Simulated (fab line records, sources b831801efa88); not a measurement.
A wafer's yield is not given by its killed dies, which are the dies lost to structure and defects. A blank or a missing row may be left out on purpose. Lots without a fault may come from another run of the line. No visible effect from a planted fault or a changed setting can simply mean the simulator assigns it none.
fab line records    flow gf180mcu
record: lots: 15  wafers: 45  last_day: 34
route steps=602 shown M1@315 V1@339
lots untouched by any fault: they come from a run of this same line in which no faults occurred
start_h: hours from the record's opening day to when the first of the lot's shown wafers began    wait_h: hours from the lot's prior step to this one    " the same as in the row above    L1.1+2: a row that stands for several wafers    - either no value or no given start    * or withheld: withheld    < > ~ a bound
route shown NAME@n: names a module that has steps shown in the file, with the first one's number in the route    usual: mean and standard deviation over wafers with no fault    same: alike in all rows    chamber/n: place in a boat    sites: per-site readings    _std_site: standard deviation across them    _edge_site: the outer-site mean with the inner-site mean subtracted    radius_mm: for every site, how far away it sits from the centre of the wafer    mask NAME#n: copy n    behind: the tool/chamber that last shaped the wafer    hold: what put the lot on hold/how long, in hours/how the hold closed    device: the n, p or np transistor that did not switch    end of line: the same wafers' tests at the end of the route    for a step that has no rows: nothing shown but its recipe    killed: the dies lost at the first sort to structure and to defects; this is not the yield of the wafer    map: shows each die of a wafer: x if killed, . if not, _ if none is there
set.NAME: the run value of the setting; set.NAME@STEP: its run value at that earlier step    model.NAME: the simulator's own value behind a step, which no gauge read
steps of the route over a sample of lots; a table a step, a row a wafer
services: the hour from which a tool's chamber was out of use, counted from the record's first day as start_h (under 0 if before that day), plus the number of hours and why
== steps ==
step: GF_M1_SPUTTER_00
recipe: material: Ti  target_thk_nm: 37.5  arriving_ion_energy_ev: 80  substrate_temp_c: 200  chamber_pressure_pa: 2  power_w: 4000  time_s: 150
usual: throttle_valve_pct: 29.9/0.86
lot.wafer  tool            chamber  start_h  wait_h  throttle_valve_pct
L387.2     pvd_sputter-02  -        367.26   0.1     29.7
L387.5     "               -        "        "       30.9
L387.6     "               -        "        "       29.4
L388.2     pvd_sputter-01  -        376.69   0.2     30.8
L388.3     "               -        "        "       30.3
L388.5     "               -        "        "       30.3
L390.1     pvd_sputter-02  -        394.47   0.1     29.5
L390.2     "               -        "        "       30.7
L390.4     "               -        "        "       30.5
L392.2     pvd_sputter-01  -        416.83   0.1     28.5
L392.4     "               -        "        "       30.4
L392.6     "               -        "        "       30.4
L393.1     pvd_sputter-01  -        419.59   0.1     30.8
L393.2     "               -        "        "       30.2
L393.3     "               -        "        "       28.7
L394.1     pvd_sputter-02  -        428.83   0.1     30.6
L394.5     "               -        "        "       30.7
L394.6     "               -        "        "       29.5
L395.1     pvd_sputter-02  -        436.18   0.1     29.5
L395.2     "               -        "        "       29.7
L395.5     "               -        "        "       29.6
L396.1     pvd_sputter-01  -        447.82   0.1     30.2
L396.4     "               -        "        "       30.6
L396.5     "               -        "        "       30.3
L397.1     pvd_sputter-02  -        459.22   0.1     30.5
L397.2     "               -        "        "       29.8
L397.3     "               -        "        "       30.6
L398.3     pvd_sputter-02  -        462.82   0.2     29.5
L398.4     "               -        "        "       30.5
L398.5     "               -        "        "       30.4
L400.3     pvd_sputter-04  -        490.59   0.2     31.0
L400.5     "               -        "        "       28.4
L400.6     "               -        "        "       28.6
L402.2     pvd_sputter-01  -        508.12   0.1     30.7
L402.4     "               -        "        "       30.4
L402.5     "               -        "        "       30.4
L406.3     pvd_sputter-02  -        536.17   0.2     29.3
L406.5     "               -        "        "       31.1
L406.6     "               -        "        "       29.6
L407.2     pvd_sputter-02  -        541.68   0.1     29.5
L407.4     "               -        "        "       30.5
L407.6     "               -        "        "       29.9
L409.1     pvd_sputter-01  -        566.02   0.1     28.7
L409.3     "               -        "        "       30.2
L409.5     "               -        "        "       30.7
step: GF_M1_SPUTTER_01
recipe: material: TiN  target_thk_nm: 30  power_w: 6500  time_s: 25  chamber_pressure_pa: 0.4
usual: throttle_valve_pct: 29.9/0.86
lot.wafer  tool            chamber  start_h  wait_h  throttle_valve_pct
L387.2     pvd_sputter-02  -        367.36   0.1     29.8
L387.5     "               -        "        "       30.8
L387.6     "               -        "        "       29.5
L388.2     pvd_sputter-01  -        376.79   0.1     30.7
L388.3     "               -        "        "       30.6
L388.5     "               -        "        "       30.3
L390.1     pvd_sputter-02  -        394.57   0.1     29.7
L390.2     "               -        "        "       30.8
L390.4     "               -        "        "       31.0
L392.2     pvd_sputter-01  -        416.93   0.1     28.9
L392.4     "               -        "        "       30.7
L392.6     "               -        "        "       30.5
L393.1     pvd_sputter-01  -        419.69   0.1     30.5
L393.2     "               -        "        "       30.6
L393.3     "               -        "        "       28.6
L394.1     pvd_sputter-02  -        428.93   0.1     30.6
L394.5     "               -        "        "       30.6
L394.6     "               -        "        "       29.6
L395.1     pvd_sputter-02  -        436.28   0.1     29.4
L395.2     "               -        "        "       29.5
L395.5     "               -        "        "       29.6
L396.1     pvd_sputter-01  -        447.92   0.1     30.2
L396.4     "               -        "        "       30.7
L396.5     "               -        "        "       30.5
L397.1     pvd_sputter-02  -        459.32   0.1     30.6
L397.2     "               -        "        "       29.7
L397.3     "               -        "        "       30.8
L398.3     pvd_sputter-02  -        462.92   0.1     29.4
L398.4     "               -        "        "       30.2
L398.5     "               -        "        "       30.3
L400.3     pvd_sputter-04  -        490.69   0.1     31.0
L400.5     "               -        "        "       28.4
L400.6     "               -        "        "       28.8
L402.2     pvd_sputter-01  -        508.22   0.1     30.7
L402.4     "               -        "        "       30.2
L402.5     "               -        "        "       30.6
L406.3     pvd_sputter-02  -        536.27   0.1     29.7
L406.5     "               -        "        "       30.8
L406.6     "               -        "        "       29.7
L407.2     pvd_sputter-02  -        541.78   0.1     29.4
L407.4     "               -        "        "       30.4
L407.6     "               -        "        "       29.7
L409.1     pvd_sputter-01  -        566.12   0.1     28.7
L409.3     "               -        "        "       30.6
L409.5     "               -        "        "       30.9
step: GF_V1_CMP_04
recipe: material: SiO2  down_force_psi: 4  platen_rpm: 60  pad_velocity_m_s: 0.94248
usual: edge_zone_pressure_frac: 1.000/0.0049  head_pressure_psi: 4.000/0.0089  motor_current_A: 11.6/1.4  time_to_endpoint_s: 81/4.3
lot.wafer  tool    chamber  start_h  wait_h  edge_zone_pressure_frac  head_pressure_psi  motor_current_A  time_to_endpoint_s
L387.2     cmp-01  0        390.40   0.1     1.005                    3.998              13.9             76
L387.6     "       2        "        "       1.003                    4.005              10.2             82
L387.5     "       3        "        "       0.992                    3.992              9.9              83
L388.2     cmp-01  3        400.89   0.0     1.001                    4.004              10.3             81
L388.3     "       1        "        "       0.996                    4.005              12.8             83
L388.5     "       3        "        "       0.992                    4.004              9.6              85
L390.2     cmp-01  3        418.54   0.0     0.990                    3.998              10.1             80
L390.1     "       0        "        "       0.994                    4.017              13.3             76
L390.4     "       1        "        "       1.000                    3.988              12.7             82
L392.4     cmp-01  1        441.85   0.1     0.997                    3.998              13.0             83
L392.2     "       2        "        "       1.010                    3.988              10.3             77
L392.6     "       3        "        "       1.003                    4.003              9.4              81
L393.2     cmp-02  1        444.99   0.0     1.000                    3.995              11.4             74
L393.3     "       2        "        "       0.995                    4.012              12.3             80
L393.1     "       0        "        "       1.003                    3.996              13.8             82
L394.1     cmp-02  0        454.69   0.2     0.995                    4.004              13.2             78
L394.6     "       1        "        "       0.998                    4.003              11.0             74
L394.5     "       2        "        "       1.003                    4.001              11.8             76
L395.2     cmp-02  1        462.19   0.0     1.005                    3.987              11.6             80
L395.1     "       2        "        "       1.005                    4.006              12.5             80
L395.5     "       2        "        "       1.014                    4.000              11.9             80
L396.1     cmp-02  2        473.94   0.1     -                        -                  -                -
L396.4     "       1        "        "       -                        -                  -                -
L396.5     "       2        "        "       -                        -                  -                -
L397.2     cmp-01  3        484.65   0.0     -                        -                  -                -
L397.1     "       1        "        "       -                        -                  -                -
L397.3     "       2        "        "       -                        -                  -                -
L398.3     cmp-02  3        488.21   0.1     -                        -                  -                -
L398.4     "       0        "        "       -                        -                  -                -
L398.5     "       3        "        "       -                        -                  -                -
L400.3     cmp-02  3        514.94   0.0     1.006                    4.001              10.3             78
L400.6     "       3        "        "       1.001                    4.001              10.4             80
L400.5     "       0        "        "       0.994                    3.988              14.1             78
L402.2     cmp-01  1        532.37   0.1     1.004                    4.002              13.3             83
L402.4     "       2        "        "       1.005                    4.002              10.2             77
L402.5     "       0        "        "       1.000                    4.000              11.9             82
L406.3     cmp-02  2        559.60   0.2     0.994                    3.998              12.2             76
L406.6     "       3        "        "       1.000                    3.986              10.8             82
L406.5     "       0        "        "       0.995                    3.965              13.0             83
L407.4     cmp-02  1        565.58   0.1     1.000                    4.015              11.2             85
L407.2     "       2        "        "       1.006                    4.002              11.7             80
L407.6     "       0        "        "       1.007                    4.005              13.5             83
L409.3     cmp-02  3        588.74   0.1     1.001                    4.008              9.9              82
L409.1     "       0        "        "       1.000                    3.986              13.5             84
L409.5     "       0        "        "       0.999                    3.996              13.1             84
step: GF_V1_ETCH_16
recipe: chemistry: N2/H2  target_depth_a: withheld  overetch_a: withheld  time_s: withheld  target: BARC  ion_energy_ev: 200  source_w: 500  bias_w: 100  pressure_mtorr: 30  n2_flow_sccm: 100  h2_flow_sccm: 200
usual: drypump_motor_current_A: 5.8/0.51  oes_product_au: 0.855/0.0046  throttle_valve_pct: 13.225/0.0088
lot.wafer  tool         chamber  start_h  wait_h  drypump_motor_current_A  oes_product_au  throttle_valve_pct
L387.2     rie_diel-03  3        412.97   0.0     6.2                      0.852           13.225
L387.5     "            2        "        "       5.1                      0.848           13.232
L387.6     "            1        "        "       5.9                      0.855           13.221
L388.2     rie_diel-01  1        423.84   0.0     6.3                      0.857           13.214
L388.3     "            2        "        "       5.4                      0.858           13.237
L388.5     "            3        "        "       5.2                      0.854           13.221
L390.1     rie_diel-01  0        442.87   0.0     5.9                      0.866           13.229
L390.2     "            3        "        "       5.2                      0.852           13.224
L390.4     "            3        "        "       5.3                      0.858           13.236
L392.2     rie_diel-02  2        466.32   0.0     6.6                      0.859           13.221
L392.4     "            1        "        "       6.5                      0.867           13.239
L392.6     "            1        "        "       6.5                      0.856           13.216
L393.1     rie_diel-01  3        469.57   0.0     5.2                      0.849           13.223
L393.2     "            1        "        "       6.3                      0.851           13.230
L393.3     "            2        "        "       5.4                      0.855           13.246
L394.1     rie_diel-03  3        479.42   0.0     6.2                      0.849           13.232
L394.5     "            2        "        "       5.1                      0.861           13.227
L394.6     "            1        "        "       5.8                      0.851           13.220
L395.1     rie_diel-02  2        485.94   0.0     6.6                      0.848           13.229
L395.2     "            3        "        "       5.2                      0.854           13.238
L395.5     "            2        "        "       6.7                      0.857           13.238
L396.1     rie_diel-01  3        497.82   0.0     5.2                      0.857           13.221
L396.4     "            2        "        "       5.4                      0.847           13.234
L396.5     "            2        "        "       5.4                      0.854           13.247
L397.1     rie_diel-02  2        508.79   0.0     6.7                      0.862           13.210
L397.2     "            3        "        "       5.1                      0.855           13.207
L397.3     "            0        "        "       6.0                      0.845           13.222
L398.3     rie_diel-03  3        512.34   0.0     6.2                      0.862           13.232
L398.4     "            3        "        "       6.2                      0.859           13.228
L398.5     "            1        "        "       5.9                      0.848           13.227
L400.3     rie_diel-01  2        538.37   0.0     5.4                      0.861           13.238
L400.5     "            3        "        "       5.2                      0.865           13.221
L400.6     "            0        "        "       5.9                      0.862           13.215
L402.2     rie_diel-01  1        554.97   0.0     6.3                      0.852           13.222
L402.4     "            0        "        "       5.9                      0.864           13.233
L402.5     "            1        "        "       6.3                      0.853           13.216
L406.3     rie_diel-03  2        581.83   0.0     5.1                      0.849           13.218
L406.5     "            0        "        "       5.5                      0.848           13.235
L406.6     "            1        "        "       5.9                      0.857           13.224
L407.2     rie_diel-02  2        587.39   0.0     6.7                      0.856           13.218
L407.4     "            0        "        "       6.0                      0.855           13.248
L407.6     "            3        "        "       5.1                      0.858           13.220
L409.1     rie_diel-01  2        610.27   0.0     5.4                      0.857           13.208
L409.3     "            3        "        "       5.2                      0.859           13.232
L409.5     "            0        "        "       5.9                      0.851           13.220
step: GF_V1_ETCH_17
recipe: chemistry: C4F8/O2/Ar  mask_material: KrF  target: SiO2  stop_on: TiN  source_w: 1548  bias_w: 1200  pressure_mtorr: 40  c4f8_flow_sccm: withheld  O2_flow_sccm: 6  Ar_flow_sccm: 300  time_s: withheld  target_depth_a: 6300
usual: oes_product_au: 0.856/0.0046
lot.wafer  tool         chamber  start_h  wait_h  oes_product_au
L387.2     rie_diel-03  3        -        -       0.856
L387.5     "            2        "        "       0.854
L387.6     "            1        "        "       0.853
L388.2     rie_diel-01  1        -        -       0.854
L388.3     "            2        "        "       0.858
L388.5     "            3        "        "       0.861
L390.1     rie_diel-01  0        -        -       0.851
L390.2     "            3        "        "       0.859
L390.4     "            3        "        "       0.857
L392.2     rie_diel-02  2        -        -       0.858
L392.4     "            1        "        "       0.853
L392.6     "            1        "        "       0.862
L393.1     rie_diel-01  3        -        -       0.859
L393.2     "            1        "        "       0.849
L393.3     "            2        "        "       0.855
L394.1     rie_diel-03  3        -        -       0.850
L394.5     "            2        "        "       0.848
L394.6     "            1        "        "       0.867
L395.1     rie_diel-02  2        -        -       0.862
L395.2     "            3        "        "       0.861
L395.5     "            2        "        "       0.851
L396.1     rie_diel-01  3        -        -       1.626
L396.4     "            2        "        "       1.639
L396.5     "            2        "        "       1.653
L397.1     rie_diel-02  2        -        -       1.627
L397.2     "            3        "        "       1.624
L397.3     "            0        "        "       1.624
L398.3     rie_diel-03  3        -        -       1.613
L398.4     "            3        "        "       1.631
L398.5     "            1        "        "       1.641
L400.3     rie_diel-01  2        -        -       0.850
L400.5     "            3        "        "       0.852
L400.6     "            0        "        "       0.855
L402.2     rie_diel-01  1        -        -       0.862
L402.4     "            0        "        "       0.853
L402.5     "            1        "        "       0.867
L406.3     rie_diel-03  2        -        -       0.848
L406.5     "            0        "        "       0.849
L406.6     "            1        "        "       0.855
L407.2     rie_diel-02  2        -        -       0.856
L407.4     "            0        "        "       0.859
L407.6     "            3        "        "       0.856
L409.1     rie_diel-01  2        -        -       0.859
L409.3     "            3        "        "       0.861
L409.5     "            0        "        "       0.855
== services ==
tool            chamber  start_h  hours  kind
rie_diel-03     1        353.21   12.7   repair
rie_diel-03     0        359.90   3.8    repair
cmp-01          -        360.75   0.3    repair
cmp-01          -        385.28   4.3    repair
cmp-02          -        404.41   4.0    pm
cmp-02          -        407.19   1.4    repair
rie_diel-03     -        410.97   0.1    repair
rie_diel-03     2        414.21   9.8    repair
rie_diel-03     -        424.73   1.9    repair
rie_diel-02     0        439.14   2.2    repair
rie_diel-01     2        441.42   1.9    repair
cmp-02          -        449.34   2.3    repair
rie_diel-01     -        469.03   0.4    repair
rie_diel-02     0        475.15   7.0    repair
pvd_sputter-01  -        477.89   9.2    repair
rie_diel-01     1        494.45   2.1    repair
rie_diel-02     0        503.08   5.4    repair
pvd_sputter-02  -        514.90   1.1    repair
cmp-02          -        522.95   4.4    pm
rie_diel-02     -        530.83   0.3    repair
rie_diel-02     0        541.83   42.7   repair
pvd_sputter-02  -        546.38   8.1    repair
rie_diel-03     1        577.66   3.2    repair
rie_diel-01     1        606.92   2.8    repair
== key ==
first_sign: step: GF_V1_CMP_04  reading: tool_record  direction: missing
effect: step: GF_V1_ETCH_17  reading: oes_product_au  direction: up  sigmas: 99+  usual: 0.856  struck: 1.631
met_at GF_V1_CMP_04
struck_lots L396,L397,L398
later_rows_left_out L396.1,L396.4,L396.5,L397.1,L397.2,L397.3,L398.3,L398.4,L398.5
sort_left_out L396.1,L396.4,L396.5,L397.1,L397.2,L397.3,L398.3,L398.4,L398.5
not_acting_at GF_M1_SPUTTER_00,GF_M1_SPUTTER_01,GF_V1_ETCH_16
onset_between 462.19 473.94
fault: kind: skipped_step_whole  tool: cmp-01,cmp-02  chamber: -  onset_h: 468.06  steps: GF_V1_CMP_04  scope: struck_lots_only
sort_left_out: the simulated sort isn't trusted on such a fault, so these wafers' sort isn't shown, and their yield isn't known
later_rows_left_out: the simulator's readings of these wafers behind a module that went badly wrong aren't trusted and aren't shown, but for the sort
